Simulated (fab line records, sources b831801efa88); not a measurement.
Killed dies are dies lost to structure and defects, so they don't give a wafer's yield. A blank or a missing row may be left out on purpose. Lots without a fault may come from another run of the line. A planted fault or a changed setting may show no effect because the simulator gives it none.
Which tool did it? | flow sky130 | 6 lots, 18 wafers sampled, at 1 step of a route of 708

WHAT THE GAUGES READ, wafer by wafer
SKY_LI_CONTACT_OVL_MEAS_13.
lot  | measured     | on         | LI_CONTACT_OVL (nm)
L512 | day 29 11:56 | overlay-02 | 1 11 6
L517 | day 31 15:10 | overlay-02 | 16 6 11
L523 | day 33 18:59 | overlay-01 | -8 -2 -9
L529 | day 35 10:40 | overlay-02 | 2 0 4
L531 | day 35 18:01 | overlay-02 | 0 3 0
L533 | day 36 13:47 | overlay-01 | -1 -1 -2

WHICH TOOL RAN EACH LOT (tool, then ch and the chambers of the sampled wafers, then the start)
The record holds no process step before these readings.

THE ANSWER, worked out from the rows above alone
Rule: what is usual is taken from the lots themselves. Put in order of their means at a reading, lots are off if they are a third of the lots or fewer, leave a main group of 4 or more, and stand apart from it by a gap of 3 or more times the standard deviation of the main group's means; of several such gaps the widest counts. A main group whose means are all the same, to the digits that the tables above print for the reading, isn't used. A lot without any number at a reading at which 4 lots or more have one is off too. The other lots that the step has rows for count as sound.
No lot is off at any reading shown: from this, nothing can be told.

WHAT THE SIMULATOR HAD PUT IN
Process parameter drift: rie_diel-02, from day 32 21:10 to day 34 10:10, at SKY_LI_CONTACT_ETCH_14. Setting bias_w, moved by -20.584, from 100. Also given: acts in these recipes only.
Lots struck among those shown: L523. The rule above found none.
